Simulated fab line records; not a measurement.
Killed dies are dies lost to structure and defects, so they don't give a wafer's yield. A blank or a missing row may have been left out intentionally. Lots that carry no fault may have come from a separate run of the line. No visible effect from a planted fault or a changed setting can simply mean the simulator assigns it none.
The tool behind it: which one? ; flow gf180mcu ; 17 wafers from 6 lots sampled at 3 of the route's 602 steps

WHAT THE GAUGES READ, wafer by wafer
GF_V3_THK_MEAS_03.
lot;measured;on;V3_CVD_02_THK (nm)
L682;day 21 20:00;film metro-01;843 851 858
L691;day 25 01:37;film metro-02;836 855
L696;day 26 21:49;film metro-01;850 842 842
L699;day 27 13:16;film metro-04;864 842 855
L701;day 28 00:36;film metro-02;834 850 853
L703;day 28 17:07;film metro-04;861 859 863

TOOL THAT RAN EACH LOT (tool first, then ch and the chambers of the sampled wafers, then the start)
lot;GF_M3_SPUTTER_02;GF_M3_SPUTTER_04
L682;pvd sputter-03, day 20 19:02;pvd sputter-03, day 20 19:05
L691;pvd sputter-04, day 24 02:24;pvd sputter-04, day 24 02:27
L696;pvd sputter-02, day 26 00:14;pvd sputter-02, day 26 00:17
L699;pvd sputter-02, day 26 15:52;pvd sputter-02, day 26 15:55
L701;pvd sputter-02, day 27 03:24;pvd sputter-02, day 27 03:27
L703;pvd sputter-03, day 27 20:42;pvd sputter-03, day 27 20:45
- GF_M3_SPUTTER_02: material AlCu, target thk 450 nm, time 23.9 s.
- GF_M3_SPUTTER_04: material TiN, target thk 50 nm, time 41.7 s.

THE ANSWER, worked out from the rows above alone
Rule: the usual values come from the lots themselves. The widest of any qualifying gaps counts: lots, ordered by their means at a reading, are off when they make up no more than a third of the lots, leave a main group of 4 or more, and stand apart from it by 3 or more times the standard deviation of that group's means. Not used: any main group whose means are identical at the precision the tables above print for the reading. Also off: a lot with no number at a reading for which 4 or more lots have one. Any other lot the step has rows for is counted as sound.
No lot is off at any reading shown: from this, nothing can be told.

WHAT WAS PUT IN BY THE SIMULATOR
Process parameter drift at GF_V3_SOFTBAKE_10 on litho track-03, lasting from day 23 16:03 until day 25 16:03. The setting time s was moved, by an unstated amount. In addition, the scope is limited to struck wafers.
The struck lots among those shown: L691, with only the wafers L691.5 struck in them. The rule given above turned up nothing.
